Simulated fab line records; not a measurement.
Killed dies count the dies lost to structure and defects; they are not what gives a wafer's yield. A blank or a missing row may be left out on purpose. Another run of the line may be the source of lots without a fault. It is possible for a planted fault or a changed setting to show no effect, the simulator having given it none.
Matching of chambers + flow gf180mcu + pecvd-04 running GF_PASSIVATION_CVD_02: 3 sister chambers
The step deposits Si3N4, target thk 700 nm, time 486.18 s. 6 wafers are shown with their chamber, then 9 later ones without.

EACH WAFER AND ITS CHAMBER
| wafer  | chamber | heater-power-w (W) |
|--------|---------|--------------------|
| L733.1 | 2       | 739                |
| L733.4 | 0       | 684                |
| L733.5 | 1       | 607                |
| L736.1 | 1       | 586                |
| L736.3 | 2       | 745                |
| L736.5 | 0       | 657                |

WAFERS WHOSE CHAMBER IS MISSING
| wafer  | heater-power-w (W) |
|--------|--------------------|
| L747.3 | 710                |
| L747.4 | 596                |
| L747.6 | 611                |
| L749.1 | 752                |
| L749.3 | 587                |
| L749.6 | 601                |
| L751.2 | 610                |
| L751.3 | 546                |
| L751.5 | 616                |

THE CHAMBER EACH PASSED THROUGH
| wafer  | from the rows above     | in truth                   |
|--------|-------------------------|----------------------------|
| L747.3 | can't be placed: 2 or 0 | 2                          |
| L747.4 | 1                       | 1                          |
| L747.6 | 1                       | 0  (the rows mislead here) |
| L749.1 | 2                       | 2                          |
| L749.3 | 1                       | 1                          |
| L749.6 | 1                       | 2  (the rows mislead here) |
| L751.2 | 1                       | 1                          |
| L751.3 | 1                       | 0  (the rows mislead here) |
| L751.5 | 1                       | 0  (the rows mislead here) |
4 of 9 placed correctly. Unplaceable from these rows: 1, with the true chamber sitting among the candidates in 1. 4 placed wrongly.
How it was worked out, from the rows above alone: a wafer's distance from a chamber is the root of the sum, over the readings, of the square of ((its reading less the chamber's mean) divided by the reading's scatter). The wafer belongs to the nearest chamber; if the next one is less than 2 further off, it can't be placed. A chamber's mean is the mean of its shown wafers. The scatter: the root of (the sum of the squares of (reading less its chamber's mean) over the shown wafers, divided by (wafers less chambers)).
